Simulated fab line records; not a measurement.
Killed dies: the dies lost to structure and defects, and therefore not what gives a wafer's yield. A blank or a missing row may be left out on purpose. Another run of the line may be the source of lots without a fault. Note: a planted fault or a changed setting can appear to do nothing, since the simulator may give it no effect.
Chamber matching ; flow sky130 ; rie_diel-03 running SKY_VIA3_ETCH_15: 4 sister chambers
The step etches SiO2 in C4F8/O2/Ar, stops on TiN, target depth 507 nm, time 78 s. 4 wafers are shown with their chamber, then 12 later ones without.

== WAFERS WITH THEIR CHAMBER ==
wafer;chamber;oes_product_au (a.u.)
L084.6;1;0.936
L087.2;2;0.940
L087.3;0;0.934
L087.6;3;0.936

== WAFERS MISSING THEIR CHAMBER ==
wafer;oes_product_au (a.u.)
L090.1;0.940
L090.2;0.937
L090.6;0.936
L091.1;0.933
L091.3;0.944
L091.5;0.941
L093.1;0.943
L093.2;0.933
L093.3;0.934
L093.4;0.930
L093.5;0.945
L093.6;0.931

== WHICH CHAMBER EACH ONE RAN IN ==
wafer;from the rows above;in truth
L090.1;can't be placed: 2 or 1 or 3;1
L090.2;can't be placed: 1 or 3 or 2 or 0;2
L090.6;can't be placed: 1 or 3 or 0 or 2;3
L091.1;can't be placed: 0 or 1 or 3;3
L091.3;can't be placed: 2 or 1 or 3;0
L091.5;can't be placed: 2 or 1 or 3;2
L093.1;can't be placed: 2 or 1 or 3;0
L093.2;can't be placed: 0 or 1 or 3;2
L093.3;can't be placed: 0 or 1 or 3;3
L093.4;can't be placed: 0 or 1 or 3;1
L093.5;can't be placed: 2 or 1 or 3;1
L093.6;can't be placed: 0 or 1 or 3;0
Placed correctly: 0 of 12. Unplaceable from these rows: 12, with the true chamber sitting among the candidates in 9. Number placed wrongly: 0.
How it was worked out, from the rows above alone: a wafer's distance from a chamber is the root of the sum, over the readings, of the square of ((its reading less the chamber's mean) divided by the reading's scatter). The wafer belongs to the nearest chamber; if the next one is less than 2 further off, it can't be placed. The mean given for a chamber averages the wafers shown for that chamber. The scatter (one wafer shown for each chamber): square how far every hidden wafer sits from the nearest shown wafer, average those squares and take the square root.
